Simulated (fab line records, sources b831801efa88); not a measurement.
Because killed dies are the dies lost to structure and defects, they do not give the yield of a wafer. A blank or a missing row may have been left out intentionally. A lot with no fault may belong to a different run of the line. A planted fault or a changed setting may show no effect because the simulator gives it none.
Problem report, 8D (eight disciplines) form, completed by code    flow gf180mcu    the parts of the form that need people (team, actions taken, sign-off) are left out

== 1. WHAT WENT WRONG ==
oes_product_au at GF_M5_ETCH_09 reads a mean of 0.798 a.u. on 2 wafers of 2 lots; wafers without a fault read 0.997 a.u. with a standard deviation of 0.0087. That puts it -23 standard deviations away from the usual mean.
The step: etches Si3N4 in CF4/O2, target depth 52 nm, time 11.6 s.
Seen first at day 31 06:54 on rie_diel-04, wafer L641.4. The record has a number at this step for 37 wafers belonging to 13 lots. Rule for "out", or "out of limits": more than 4 standard deviations from the usual mean. Any other wafer with a number is counted as sound.

== 2. WHAT THIS IS AND IS NOT ==
question                     is                                  is not
which readings at this step  oes_product_au, throttle_valve_pct  O2_flow_sccm, drypump_motor_current_A
which lots                   L641, L643                          L629, L630, L631, L632, L633, L635, L636, L637, L638, L639, L649
which wafers of those lots   L641.4, L643.4                      L641.6, L643.6
read on which tools          rie_diel-04                         rie_diel-02, rie_diel-03
when                         from day 31 06:54                   up to then (31 sound wafers); but 4 sound wafers of L643, L649 came after

== 3. THE SUSPECTS, EACH WITH WHAT RULES IT OUT ==
Counting: a tool at a process step up to the reading stays a suspect if it ran every lot that is out. Sound lots after the first of them don't rule it out here, since some wafers of a struck lot are sound.
- rie_diel-04 at GF_M5_ETCH_09 (etches Si3N4 in CF4/O2, target depth 52 nm, time 11.6 s): kept. It processed each lot that is out (first: L641, day 31 06:54); up to then, its last sound lot is L638 (day 30 04:36). Its own oes_product_au, throttle_valve_pct readings are out on those wafers.
- Within rie_diel-04 at GF_M5_ETCH_09: the wafers that are out ran in chambers 1, 2; their sound lot-mates ran in chamber 3.
Left after counting: rie_diel-04 at GF_M5_ETCH_09.

== 4. THE CAUSE (what the simulator had put in) ==
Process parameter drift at GF_M5_ETCH_09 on rie_diel-04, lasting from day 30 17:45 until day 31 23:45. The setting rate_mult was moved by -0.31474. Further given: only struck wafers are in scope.
Only this tool survived the counting.

== 5. THE CHAIN OF EFFECTS, in route order ==
Each row: a reading where the mean over the struck wafers with a number is more than 3 standard deviations away from the usual. Scope: only readings with a usual standard deviation given in the record; hours: median across lots of the time from each lot's start at the first step in this table that gives one to its start at this step; sigmas: change in usual standard deviations.
hours  step           reading             usual       on struck wafers  change  sigmas
0      GF_M5_ETCH_09  oes_product_au      0.997 a.u.  0.798             -0.199  -23
0      GF_M5_ETCH_09  throttle_valve_pct  5.967 %     5.920             -0.047  -5.3
Here are the process steps it includes:
- GF_M5_ETCH_09: etches Si3N4 in CF4/O2, target depth 52 nm, time 11.6 s.

== 6. WHAT WOULD HAVE CAUGHT IT SOONER ==
In this record no reading fell out of limits until day 31 06:54, 13 hours after the fault had begun at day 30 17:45.
